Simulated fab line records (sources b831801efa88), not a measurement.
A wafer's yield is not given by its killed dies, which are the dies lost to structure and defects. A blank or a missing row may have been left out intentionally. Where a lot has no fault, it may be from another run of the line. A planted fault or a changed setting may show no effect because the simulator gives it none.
The tool behind it: which one? | flow sky130 | route of 708 steps, sampled at 1 step: 11 lots, 33 wafers

WHAT EACH GAUGE READ, for each wafer
SKY_METAL1_OVL_MEAS_16.
lot  | measured     | on         | METAL1_OVL (nm)
L158 | day 32 19:30 | overlay-02 | 5 5 0
L159 | day 33 14:25 | overlay-01 | -5 -11 1
L165 | day 35 15:51 | overlay-01 | 3 2 -9
L166 | day 36 03:55 | overlay-01 | 1 7 2
L169 | day 36 13:14 | overlay-01 | 1 2 2
L170 | day 37 05:53 | overlay-02 | -6 -7 -4
L171 | day 37 13:31 | overlay-02 | -8 -5 -3
L174 | day 38 09:48 | overlay-01 | 1 3 5
L176 | day 38 18:06 | overlay-02 | 4 6 -6
L178 | day 39 02:44 | overlay-02 | -9 -12 1
L179 | day 39 14:48 | overlay-01 | -4 -8 2

WHICH TOOL RAN EACH LOT (tool, then ch and the chambers of the sampled wafers, then the start)
There is no process step in the record ahead of these readings.

THE ANSWER, worked out from the rows above alone
Rule: what is usual is taken from the lots themselves. The widest of any qualifying gaps counts: lots, ordered by their means at a reading, are off when they make up no more than a third of the lots, leave a main group of 4 or more, and stand apart from it by 3 or more times the standard deviation of that group's means. The tables above print the reading to a certain number of digits; a main group whose means all agree to those digits is not used. Also off: a lot with no number at a reading for which 4 or more lots have one. Any other lot the step has rows for is counted as sound.
No lot is off at any reading shown: from this, nothing can be told.

WHAT THE SIMULATOR PUT IN
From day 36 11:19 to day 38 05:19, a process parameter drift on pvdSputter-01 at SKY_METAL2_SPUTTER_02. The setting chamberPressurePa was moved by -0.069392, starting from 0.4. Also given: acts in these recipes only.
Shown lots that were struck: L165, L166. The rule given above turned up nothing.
